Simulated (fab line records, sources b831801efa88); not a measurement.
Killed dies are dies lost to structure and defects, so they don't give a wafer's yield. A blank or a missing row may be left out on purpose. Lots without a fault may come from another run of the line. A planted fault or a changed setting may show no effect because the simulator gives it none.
Which tool did it? | flow gf180mcu | 12 lots, 36 wafers sampled, at 5 steps of a route of 602

WHAT THE GAUGES READ, wafer by wafer
GF_PASSIVATION_THK_MEAS_01. Usual: PASSIVATION_CVD_00_THK 996 nm, standard deviation 15.
lot  | measured     | on            | PASSIVATION_CVD_00_THK (nm) | flag
L525 | day 28 07:32 | film_metro-01 | 965 975 998                 |
L527 | day 28 17:11 | film_metro-01 | 979 974 995                 |
L528 | day 29 11:11 | film_metro-01 | 984 1009 998                |
L529 | day 29 15:15 | film_metro-02 | 983 982 1009                |
L531 | day 30 12:27 | film_metro-02 | 989 1005 1036               |
L534 | day 31 06:25 | film_metro-02 | 975 992 990                 |
L535 | day 31 11:31 | film_metro-02 | 992 1013 1012               |
L537 | day 31 21:08 | film_metro-04 | 991 1017 1003               |
L538 | day 32 05:23 | film_metro-01 | 987 989 995                 |
L539 | day 32 12:40 | film_metro-01 | 984 1010 1007               |
L544 | day 33 15:08 | film_metro-01 | 999 1011 998                |
L546 | day 34 03:40 | film_metro-02 | 986 1004 887                |

WHICH TOOL RAN EACH LOT (tool, then ch and the chambers of the sampled wafers, then the start)
lot  | GF_V4_CVD_02                    | GF_M5_METAL_ETCH_10               | GF_TOP_METAL_SPUTTER_01      | GF_PASSIVATION_CVD_00
L525 | pecvd-01 ch 2, day 23 17:11     | rie_metal-01 ch 0,1, day 26 13:04 | pvd_sputter-03, day 27 11:43 | pecvd-02 ch 1,2, day 28 07:27
L527 | pecvd-03 ch 0,1,2, day 24 04:41 | rie_metal-03 ch 0,1, day 26 22:42 | pvd_sputter-03, day 27 21:58 | pecvd-02 ch 0,1,2, day 28 17:07
L528 | pecvd-01 ch 0,2, day 24 22:05   | rie_metal-01 ch 0,1, day 27 15:12 | pvd_sputter-03, day 28 14:47 | pecvd-02 ch 1,2, day 29 11:06
L529 | pecvd-03 ch 0,2, day 25 03:23   | rie_metal-01 ch 0,1, day 27 21:03 | pvd_sputter-02, day 28 18:55 | pecvd-02 ch 0,1, day 29 15:10
L531 | pecvd-01 ch 0,1, day 26 06:08   | rie_metal-03 ch 0,1, day 28 19:09 | pvd_sputter-04, day 29 17:04 | pecvd-02 ch 1,2, day 30 12:22
L534 | pecvd-01 ch 0,1,2, day 27 01:34 | rie_metal-01 ch 0,1, day 29 13:55 | pvd_sputter-02, day 30 11:01 | pecvd-02 ch 0,2, day 31 06:14
L535 | pecvd-03 ch 1,2, day 27 06:28   | rie_metal-03 ch 0,1, day 29 18:54 | pvd_sputter-04, day 30 15:57 | pecvd-03 ch 0,2, day 31 11:25
L537 | pecvd-03 ch 0,2, day 27 17:32   | rie_metal-01 ch 0,1, day 30 06:01 | pvd_sputter-02, day 31 02:58 | pecvd-03 ch 0,1, day 31 21:03
L538 | pecvd-01 ch 0,2, day 28 04:07   | rie_metal-03 ch 0,1, day 30 14:51 | pvd_sputter-04, day 31 11:43 | pecvd-03 ch 0,1,2, day 32 05:18
L539 | pecvd-01 ch 0,1, day 28 07:39   | rie_metal-04 ch 0,1, day 30 21:27 | pvd_sputter-04, day 31 18:45 | pecvd-04 ch 0,1,2, day 32 12:35
L544 | pecvd-03 ch 1,2, day 29 19:08   | rie_metal-01 ch 1, day 32 02:36   | pvd_sputter-03, day 32 21:47 | pecvd-02 ch 1,2, day 33 15:04
L546 | pecvd-04 ch 1,2, day 30 07:48   | rie_metal-01 ch 1, day 32 15:56   | pvd_sputter-03, day 33 11:09 | pecvd-03 ch 0,2, day 34 03:34
- GF_V4_CVD_02: deposits SiO2 from TEOS, target thk 850 nm, time 94.851 s.
- GF_M5_METAL_ETCH_10: etches the open film in Cl2/BCl3, stops on SiO2, target depth 750.8 nm, time 125.1 s.
- GF_TOP_METAL_SPUTTER_01: material TiN, target thk 30 nm, time 25 s.
- GF_PASSIVATION_CVD_00: deposits SiO2 from TEOS, target thk 1000 nm, time 111.95 s.

WHAT THE TOOLS THEMSELVES READ (means of the sampled wafers that have a number; where no wafer has one, the mark that the record gives instead)
GF_V4_CVD_02. Usual: heater_power_w 664 W, standard deviation 100; run_length_s 123.0 s, standard deviation 0.53.
lot  | tool     | heater_power_w (W) | run_length_s (s) | flag
L525 | pecvd-01 | 801                | 123.6            |
L527 | pecvd-03 | 615                | 122.8            |
L528 | pecvd-01 | 779                | 123.5            |
L529 | pecvd-03 | 605                | 123.2            |
L531 | pecvd-01 | 656                | 123.2            |
L534 | pecvd-01 | 741                | 123.5            |
L535 | pecvd-03 | 649                | 122.9            |
L537 | pecvd-03 | 635                | 123.0            |
L538 | pecvd-01 | 787                | 123.2            |
L539 | pecvd-01 | 672                | 123.3            |
L544 | pecvd-03 | 558                | 123.2            |
L546 | pecvd-04 | 686                | 122.1            |

GF_M5_METAL_ETCH_10. Usual: drypump_motor_current_A 5.8 A, standard deviation 0.34; he_backside_leak_sccm 3.43 sccm, standard deviation 0.24; oes_product_au 0.990 a.u., standard deviation 0.0058; throttle_valve_pct 28.229 %, standard deviation 0.01.
lot  | tool         | drypump_motor_current_A (A) | he_backside_leak_sccm (sccm) | oes_product_au (a.u.) | throttle_valve_pct (%) | flag
L525 | rie_metal-01 | 5.8                         | 3.13                         | 0.990                 | 28.235                 |
L527 | rie_metal-03 | 5.6                         | 3.41                         | 0.985                 | 28.231                 |
L528 | rie_metal-01 | 5.8                         | 3.39                         | 0.990                 | 28.217                 |
L529 | rie_metal-01 | 5.9                         | 3.34                         | 0.991                 | 28.234                 |
L531 | rie_metal-03 | 5.8                         | 3.50                         | 0.983                 | 28.239                 |
L534 | rie_metal-01 | 5.8                         | 3.51                         | 0.991                 | 28.232                 |
L535 | rie_metal-03 | 5.7                         | 3.34                         | 0.992                 | 28.234                 |
L537 | rie_metal-01 | 5.9                         | 3.50                         | 0.988                 | 28.231                 |
L538 | rie_metal-03 | 5.8                         | 3.65                         | 0.985                 | 28.236                 |
L539 | rie_metal-04 | 5.5                         | 3.27                         | 0.996                 | 28.215                 |
L544 | rie_metal-01 | 5.6                         | 3.82                         | 0.990                 | 28.219                 |
L546 | rie_metal-01 | 5.6                         | 3.39                         | 0.985                 | 28.240                 |

GF_TOP_METAL_SPUTTER_01. Usual: throttle_valve_pct 30.3 %, standard deviation 1.2.
lot  | tool           | throttle_valve_pct (%) | flag
L525 | pvd_sputter-03 | 29.4                   |
L527 | pvd_sputter-03 | 28.7                   |
L528 | pvd_sputter-03 | 29.8                   |
L529 | pvd_sputter-02 | 31.7                   |
L531 | pvd_sputter-04 | 30.0                   |
L534 | pvd_sputter-02 | 31.6                   |
L535 | pvd_sputter-04 | 30.8                   |
L537 | pvd_sputter-02 | 30.7                   |
L538 | pvd_sputter-04 | 30.5                   |
L539 | pvd_sputter-04 | 30.5                   |
L544 | pvd_sputter-03 | 28.7                   |
L546 | pvd_sputter-03 | 28.8                   |

GF_PASSIVATION_CVD_00. Usual: heater_power_w 630 W, standard deviation 90; run_length_s 139.8 s, standard deviation 0.47.
lot  | tool     | heater_power_w (W) | run_length_s (s) | flag
L525 | pecvd-02 | 673                | 139.4            |
L527 | pecvd-02 | 656                | 139.3            |
L528 | pecvd-02 | 656                | 139.4            |
L529 | pecvd-02 | 680                | 139.4            |
L531 | pecvd-02 | 643                | 139.6            |
L534 | pecvd-02 | 579                | 139.9            |
L535 | pecvd-03 | 595                | 140.4            |
L537 | pecvd-03 | 647                | 140.0            |
L538 | pecvd-03 | 620                | 140.0            |
L539 | pecvd-04 | 661                | 139.5            |
L544 | pecvd-02 | 620                | 139.6            |
L546 | pecvd-03 | 631                | 135.9            | OFF

THE ANSWER, worked out from the rows above alone
Rule: a lot is off if the mean of its wafers that have a number lies more than 3 standard deviations from the usual mean. A lot without any number at a reading at which 4 lots or more have one is off too. The other lots that the step has rows for count as sound. The gauges are gone through in route order, then the tools' own readings, and for those a lot's mean is taken as printed above. The first step at which some lot is off is used, and at that step the reading that is off furthest; a lot without a number counts as furthest.
Off: L546, at GF_PASSIVATION_CVD_00 (run_length_s).
A tool fits if, at that step or a process step before it, it ran every lot that is off, and no sound lot after the first of them. Can't be told from this: 4 tools fit, pecvd-04 at GF_V4_CVD_02, rie_metal-01 at GF_M5_METAL_ETCH_10, pvd_sputter-03 at GF_TOP_METAL_SPUTTER_01, pecvd-03 at GF_PASSIVATION_CVD_00.

WHAT THE SIMULATOR HAD PUT IN
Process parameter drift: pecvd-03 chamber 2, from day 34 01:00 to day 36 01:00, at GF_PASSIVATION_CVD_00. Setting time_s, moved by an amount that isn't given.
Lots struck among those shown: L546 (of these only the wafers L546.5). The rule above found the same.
